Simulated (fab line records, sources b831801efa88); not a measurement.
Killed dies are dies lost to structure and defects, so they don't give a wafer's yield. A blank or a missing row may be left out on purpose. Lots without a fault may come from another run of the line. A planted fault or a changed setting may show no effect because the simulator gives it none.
Which tool did it? | flow gf180mcu | 13 lots, 39 wafers sampled, at 3 steps of a route of 602

WHAT THE GAUGES READ, wafer by wafer
GF_M1_OVL_MEAS_15.
lot  | measured     | on         | M1_OVL (nm)
L614 | day 17 16:14 | overlay-01 | 0 -7 0
L617 | day 18 11:58 | overlay-02 | 3 9 3
L618 | day 18 20:38 | overlay-02 | -4 -1 1
L621 | day 20 08:05 | overlay-02 | -1 2 1
L622 | day 20 12:37 | overlay-01 | 0 -5 -5
L623 | day 20 23:07 | overlay-01 | 3 -2 1
L624 | day 21 06:07 | overlay-01 | 1 -1 -6
L626 | day 22 07:35 | overlay-01 | -2 -4 -4
L628 | day 22 18:07 | overlay-02 | 1 2 -1
L629 | day 23 04:55 | overlay-02 | -2 2 0
L634 | day 24 12:01 | overlay-01 | 3 0 4
L635 | day 24 21:52 | overlay-01 | -6 1 -2
L636 | day 25 03:14 | overlay-02 | 0 2 -2

GF_V3_THK_MEAS_03.
lot  | measured     | on            | V3_CVD_02_THK (nm)
L614 | day 22 00:25 | film_metro-04 | 836 844 848
L617 | day 22 18:01 | film_metro-01 | 832 835 853
L618 | day 23 02:22 | film_metro-02 | 854 860 862
L621 | day 24 12:09 | film_metro-02 | 839 851 852
L622 | day 24 17:09 | film_metro-01 | 838 835 844
L623 | day 25 01:52 | film_metro-01 | 838 859 863
L624 | day 25 07:35 | film_metro-01 | 827 862 851
L626 | day 26 05:40 | film_metro-02 | 848 852 852
L628 | day 26 16:04 | film_metro-04 | 848 846 868
L629 | day 27 01:41 | film_metro-04 | 838 851 852
L634 | day 28 07:48 | film_metro-01 | 831 842 836
L635 | day 28 16:47 | film_metro-02 | 841 857 843
L636 | day 28 18:30 | film_metro-02 | 854 868 866

WHICH TOOL RAN EACH LOT (tool, then ch and the chambers of the sampled wafers, then the start)
lot  | GF_M3_SOFTBAKE_10
L614 | litho_track-02 ch 0, day 21 11:35
L617 | litho_track-04 ch 0, day 22 05:04
L618 | litho_track-04 ch 0, day 22 14:20
L621 | litho_track-02 ch 0, day 23 23:50
L622 | litho_track-01 ch 0, day 24 05:00
L623 | litho_track-04 ch 0, day 24 13:25
L624 | litho_track-01 ch 0, day 24 19:40
L626 | litho_track-04 ch 0, day 25 18:11
L628 | litho_track-02 ch 0, day 26 04:52
L629 | litho_track-02 ch 0, day 26 14:38
L634 | litho_track-04 ch 0, day 27 19:53
L635 | litho_track-01 ch 0, day 28 05:49
L636 | litho_track-01 ch 0, day 28 08:05
- GF_M3_SOFTBAKE_10: time 60 s.

WHAT THE TOOLS THEMSELVES READ (means of the sampled wafers that have a number; where no wafer has one, the mark that the record gives instead)
GF_M3_SOFTBAKE_10.
lot  | tool           | heater_power_total_W (W) | run_length_s (s)
L614 | litho_track-02 | 93.12                    | 89.18
L617 | litho_track-04 | 93.05                    | 89.46
L618 | litho_track-04 | 92.99                    | 89.48
L621 | litho_track-02 | 93.10                    | 89.16
L622 | litho_track-01 | 94.61                    | 86.04
L623 | litho_track-04 | 93.07                    | 89.43
L624 | litho_track-01 | 94.66                    | 85.93
L626 | litho_track-04 | 93.04                    | 89.38
L628 | litho_track-02 | 92.99                    | 89.16
L629 | litho_track-02 | 93.10                    | 89.12
L634 | litho_track-04 | 93.11                    | 89.27
L635 | litho_track-01 | 93.04                    | 89.07
L636 | litho_track-01 | 93.01                    | 89.03

THE ANSWER, worked out from the rows above alone
Rule: what is usual is taken from the lots themselves. Put in order of their means at a reading, lots are off if they are a third of the lots or fewer, leave a main group of 4 or more, and stand apart from it by a gap of 3 or more times the standard deviation of the main group's means; of several such gaps the widest counts. A main group whose means are all the same, to the digits that the tables above print for the reading, isn't used. A lot without any number at a reading at which 4 lots or more have one is off too. The other lots that the step has rows for count as sound. The gauges are gone through in route order, then the tools' own readings, and for those a lot's mean is taken as printed above. The first step at which some lot is off is used, and at that step the reading that is off furthest; a lot without a number counts as furthest.
Off: L622, L624, at GF_M3_SOFTBAKE_10 (heater_power_total_W). The main group: mean 93.06 W, standard deviation 0.045.
A tool fits if, at that step or a process step before it, it ran every lot that is off, and no sound lot after the first of them. None of those tried fits.

WHAT THE SIMULATOR HAD PUT IN
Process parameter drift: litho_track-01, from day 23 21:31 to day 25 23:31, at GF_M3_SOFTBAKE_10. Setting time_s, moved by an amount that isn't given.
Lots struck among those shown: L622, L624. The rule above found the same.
